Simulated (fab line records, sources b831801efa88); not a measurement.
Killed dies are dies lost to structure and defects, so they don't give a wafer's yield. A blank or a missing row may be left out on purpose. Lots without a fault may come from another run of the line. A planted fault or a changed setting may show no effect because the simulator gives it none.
Which tool did it? | flow gf180mcu | 13 lots, 39 wafers sampled, at 5 steps of a route of 602

WHAT THE GAUGES READ, wafer by wafer
GF_VT_IMPLANT_TW_MEAS_21. Usual: VT_IMPLANT_2_TW 1221, standard deviation 9.
lot  | measured     | on            | VT_IMPLANT_2_TW               | flag
L496 | day 6 11:33  | film_metro-02 | 1217 1218 1215                |
L497 | day 6 19:56  | film_metro-02 | 1217 1217 1216                |
L498 | day 7 00:05  | film_metro-01 | 1213 1211 1206                |
L501 | day 7 19:29  | film_metro-04 | 1227 1223 1232                |
L503 | day 8 08:56  | film_metro-01 | 1221 1226 1221                |
L504 | day 8 13:26  | film_metro-04 | 1231 1230 1225                |
L506 | day 9 03:05  | film_metro-02 | 1213 1222 1211                |
L507 | day 9 13:24  | film_metro-02 | 1219 1215 1218                |
L508 | day 9 14:40  | film_metro-04 | 1288 1291 1292 1288 1297 1295 | OFF
L509 | day 10 02:41 | film_metro-04 | 1305 1292 1293 1302 1301 1296 | OFF
L510 | day 10 06:44 | film_metro-02 | 1215 1213 1218                |
L511 | day 10 14:28 | film_metro-01 | 1287 1281 1280 1280 1278 1285 | OFF
L518 | day 12 08:58 | film_metro-04 | 1231 1234 1236                |

GF_M1_OVL_MEAS_15. Usual: M1_OVL -2 nm, standard deviation 4.8.
lot  | measured     | on         | M1_OVL (nm) | flag
L496 | day 17 06:50 | overlay-01 | 4 4 0       |
L497 | day 17 23:14 | overlay-01 | 0 -1 0      |
L498 | day 18 06:02 | overlay-01 | -1 -2 -7    |
L501 | day 19 10:19 | overlay-01 | 5 -5 -2     |
L503 | day 20 04:16 | overlay-02 | -8 -5 -5    |
L504 | day 20 09:49 | overlay-01 | 3 -1 -2     |
L506 | day 21 05:50 | overlay-01 | -4 0 -1     |
L507 | day 21 22:37 | overlay-02 | 4 0 2       |
L508 | day 22 01:37 | overlay-01 | -9 -7 -1    |
L509 | day 22 14:31 | overlay-01 | 2 -2 1      |
L510 | day 23 00:37 | overlay-01 | -5 -3 -9    |
L511 | day 23 07:17 | overlay-02 | -13 -15 -5  |
L518 | day 25 07:29 | overlay-02 | -8 1 -3     |

WHICH TOOL RAN EACH LOT (tool, then ch and the chambers of the sampled wafers, then the start)
lot  | GF_VT_IMPLANT_IMPLANT_19        | GF_HV_LDD_STRIP_49                   | GF_M1_SPUTTER_01
L496 | implanter-03 ch 0, day 6 11:18  | plasma_asher-04 ch 0, day 12 13:23   | pvd_sputter-01, day 16 08:32
L497 | implanter-02 ch 0, day 6 19:41  | plasma_asher-04 ch 0,1, day 13 02:35 | pvd_sputter-01, day 16 23:36
L498 | implanter-03 ch 0, day 6 23:50  | plasma_asher-01 ch 0,1, day 13 08:56 | pvd_sputter-01, day 17 06:16
L501 | implanter-03 ch 0, day 7 19:14  | plasma_asher-02 ch 0,1, day 14 09:28 | pvd_sputter-02, day 18 10:57
L503 | implanter-04 ch 0, day 8 08:41  | plasma_asher-01 ch 0,1, day 15 01:05 | pvd_sputter-01, day 19 04:14
L504 | implanter-04 ch 0, day 8 13:11  | plasma_asher-01 ch 0,1, day 15 06:47 | pvd_sputter-02, day 19 09:27
L506 | implanter-04 ch 0, day 9 02:50  | plasma_asher-02 ch 0,1, day 16 01:04 | pvd_sputter-03, day 20 06:15
L507 | implanter-04 ch 0, day 9 13:09  | plasma_asher-04 ch 0,1, day 16 12:07 | pvd_sputter-01, day 20 23:36
L508 | implanter-04 ch 0, day 9 14:27  | plasma_asher-04 ch 0,1, day 16 17:13 | pvd_sputter-02, day 21 01:16
L509 | implanter-04 ch 0, day 10 02:26 | plasma_asher-02 ch 0, day 17 08:08   | pvd_sputter-02, day 21 14:50
L510 | implanter-03 ch 0, day 10 06:29 | plasma_asher-01 ch 0,1, day 17 14:37 | pvd_sputter-02, day 22 01:01
L511 | implanter-04 ch 0, day 10 14:14 | plasma_asher-02 ch 0,1, day 18 01:35 | pvd_sputter-03, day 22 07:48
L518 | implanter-03 ch 0, day 12 08:46 | plasma_asher-02 ch 0,1, day 20 05:20 | pvd_sputter-01, day 24 09:27
- GF_VT_IMPLANT_IMPLANT_19
- GF_HV_LDD_STRIP_49: strips in O2/N2.
- GF_M1_SPUTTER_01: material TiN, target thk 30 nm, time 25 s.

WHAT THE TOOLS THEMSELVES READ (means of the sampled wafers that have a number; where no wafer has one, the mark that the record gives instead)
GF_VT_IMPLANT_IMPLANT_19. Usual: beam_energy_keV 100.000, standard deviation 0.027.
lot  | tool         | beam_energy_keV | flag
L496 | implanter-03 | 99.998          |
L497 | implanter-02 | 100.013         |
L498 | implanter-03 | 99.990          |
L501 | implanter-03 | 100.009         |
L503 | implanter-04 | 100.009         |
L504 | implanter-04 | 100.040         |
L506 | implanter-04 | 100.000         |
L507 | implanter-04 | 100.008         |
L508 | implanter-04 | 120.040         | OFF
L509 | implanter-04 | 120.000         | OFF
L510 | implanter-03 | 99.956          |
L511 | implanter-04 | 120.013         | OFF
L518 | implanter-03 | 99.977          |

GF_HV_LDD_STRIP_49. Usual: drypump_motor_current_A 5.7 A, standard deviation 0.32; heater_power_w 343 W, standard deviation 30; oes_product_au 0.716 a.u., standard deviation 0.0042; strip_time_to_endpoint_s 12.63 s, standard deviation 0.031.
lot  | tool            | drypump_motor_current_A (A) | heater_power_w (W) | oes_product_au (a.u.) | strip_time_to_endpoint_s (s) | flag
L496 | plasma_asher-04 | 5.5                         | 343                | 0.720                 | 12.64                        |
L497 | plasma_asher-04 | 5.4                         | 340                | 0.713                 | 12.66                        |
L498 | plasma_asher-01 | 5.8                         | 346                | 0.714                 | 12.65                        |
L501 | plasma_asher-02 | 5.9                         | 315                | 0.716                 | 12.63                        |
L503 | plasma_asher-01 | 5.9                         | 375                | 0.718                 | 12.59                        |
L504 | plasma_asher-01 | 5.8                         | 348                | 0.714                 | 12.61                        |
L506 | plasma_asher-02 | 5.9                         | 312                | 0.718                 | 12.63                        |
L507 | plasma_asher-04 | 5.5                         | 347                | 0.716                 | 12.64                        |
L508 | plasma_asher-04 | 5.5                         | 339                | 0.719                 | 12.62                        |
L509 | plasma_asher-02 | 6.2                         | 304                | 0.720                 | 12.60                        |
L510 | plasma_asher-01 | 5.9                         | 368                | 0.718                 | 12.67                        |
L511 | plasma_asher-02 | 5.7                         | 328                | 0.718                 | 12.65                        |
L518 | plasma_asher-02 | 5.9                         | 314                | 0.713                 | 12.58                        |

GF_M1_SPUTTER_01. Usual: throttle_valve_pct 30.3 %, standard deviation 0.74.
lot  | tool           | throttle_valve_pct (%) | flag
L496 | pvd_sputter-01 | 30.6                   |
L497 | pvd_sputter-01 | 30.0                   |
L498 | pvd_sputter-01 | 30.5                   |
L501 | pvd_sputter-02 | 30.4                   |
L503 | pvd_sputter-01 | 30.3                   |
L504 | pvd_sputter-02 | 30.0                   |
L506 | pvd_sputter-03 | 30.3                   |
L507 | pvd_sputter-01 | 30.3                   |
L508 | pvd_sputter-02 | 30.4                   |
L509 | pvd_sputter-02 | 30.5                   |
L510 | pvd_sputter-02 | 30.1                   |
L511 | pvd_sputter-03 | 29.7                   |
L518 | pvd_sputter-01 | 30.4                   |

THE ANSWER, worked out from the rows above alone
Rule: a lot is off if the mean of its wafers that have a number lies more than 3 standard deviations from the usual mean. A lot without any number at a reading at which 4 lots or more have one is off too. The other lots that the step has rows for count as sound. The gauges are gone through in route order, then the tools' own readings, and for those a lot's mean is taken as printed above. The first step at which some lot is off is used, and at that step the reading that is off furthest; a lot without a number counts as furthest.
Off: L508, L509, L511, at GF_VT_IMPLANT_TW_MEAS_21 (VT_IMPLANT_2_TW).
A tool fits if, at a process step before that reading, it ran every lot that is off, and no sound lot after the first of them. The gauges at GF_VT_IMPLANT_TW_MEAS_21 aren't tried: what is off there is off at GF_VT_IMPLANT_IMPLANT_19 too, on other tools, and a gauge's error can't cause that. One fits: implanter-04 at GF_VT_IMPLANT_IMPLANT_19. Its last sound lot is L507 (day 9 13:09), its first lot that is off L508 (day 9 14:27): a fault that began between those two fits.
The tool's own readings at GF_VT_IMPLANT_IMPLANT_19 bear it out: on the lots that are off they differ by more than 5 times the standard deviation of the sound lots' means. beam_energy_keV reads 120.018 there against 100.000 on the sound lots.

WHAT THE SIMULATOR HAD PUT IN
Process parameter drift: implanter-04, from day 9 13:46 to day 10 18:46, at GF_VT_IMPLANT_IMPLANT_19. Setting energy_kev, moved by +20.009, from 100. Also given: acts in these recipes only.
Lots struck among those shown: L508, L509, L511. The rule above found the same.
